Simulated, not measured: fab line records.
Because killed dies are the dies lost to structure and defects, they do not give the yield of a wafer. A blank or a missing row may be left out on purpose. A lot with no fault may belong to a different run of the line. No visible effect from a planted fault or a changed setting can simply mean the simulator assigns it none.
Chamber matching | flow gf180mcu | GF_CONTACT_ETCH_16 on rie_diel-02 has 4 sister chambers
The step etches BARC in N2/H2. 16 wafers are shown with their chamber, then 8 later ones without.

== EACH WAFER AND ITS CHAMBER ==
wafer  | chamber | drypump_motor_current_A (A) | rf_fwd_power_W (W) | throttle_valve_pct (%)
L075.2 | 1       | 5.6                         | 494.2              | 13.222
L075.3 | 0       | 5.7                         | 495.8              | 13.230
L075.4 | 3       | 6.4                         | 496.3              | 13.227
L081.1 | 3       | 6.4                         | 494.0              | 13.239
L081.4 | 0       | 5.8                         | 493.5              | 13.232
L081.6 | 2       | 6.5                         | 495.4              | 13.227
L082.1 | 0       | 5.7                         | 493.7              | 13.228
L082.2 | 1       | 5.6                         | 495.3              | 13.219
L082.6 | 0       | 5.7                         | 492.0              | 13.235
L086.4 | 0       | 5.7                         | 495.1              | 13.208
L086.5 | 0       | 5.7                         | 496.8              | 13.213
L086.6 | 3       | 6.3                         | 494.6              | 13.212
L088.3 | 1       | 5.6                         | 494.4              | 13.216
L088.4 | 3       | 6.4                         | 495.2              | 13.229
L088.5 | 0       | 5.7                         | 494.7              | 13.218
L093.4 | 2       | 6.4                         | 497.4              | 13.234

SIGNATURES (averages over the wafers above)
reading                 | chamber 0 | chamber 1 | chamber 2 | chamber 3 | scatter within a chamber
drypump_motor_current_A | 5.714     | 5.600     | 6.450     | 6.375     | 0.0419
rf_fwd_power_W          | 494.514   | 494.633   | 496.400   | 495.025   | 1.32
throttle_valve_pct      | 13.22343  | 13.21900  | 13.23050  | 13.22675  | 0.00941
Rule: distance of a wafer from a chamber = root of the sum over the readings of ((wafer's reading minus chamber's mean) / reading's scatter) squared. The wafer belongs to the nearest chamber; if the next one is less than 2 further off, it can't be placed. How the scatter is found: for the shown wafers, subtract from each reading the mean of its chamber, square and add these, divide the total by (wafers less chambers), then take the root.

== WAFERS WITHOUT THEIR CHAMBER ==
wafer  | drypump_motor_current_A (A) | rf_fwd_power_W (W) | throttle_valve_pct (%)
L093.5 | 6.4                         | 496.3              | 13.224
L093.6 | 5.7                         | 493.2              | 13.232
L094.3 | 6.3                         | 494.6              | 13.235
L094.4 | 6.5                         | 497.8              | 13.240
L094.6 | 5.7                         | 496.6              | 13.234
L096.1 | 5.7                         | 497.0              | 13.231
L096.2 | 5.6                         | 493.6              | 13.214
L096.3 | 6.3                         | 496.9              | 13.222

== WHICH CHAMBER EACH ONE RAN IN ==
wafer  | from the rows above     | in truth
L093.5 | can't be placed: 3 or 2 | 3
L093.6 | can't be placed: 0 or 1 | 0
L094.3 | can't be placed: 3 or 2 | 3
L094.4 | 2                       | 2
L094.6 | can't be placed: 0 or 1 | 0
L096.1 | can't be placed: 0 or 1 | 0
L096.2 | 1                       | 1
L096.3 | can't be placed: 3 or 2 | 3
Placed correctly: 2 of 8. Not placeable from these rows: 6 (in 6, the candidates include the true chamber). Number placed wrongly: 0.
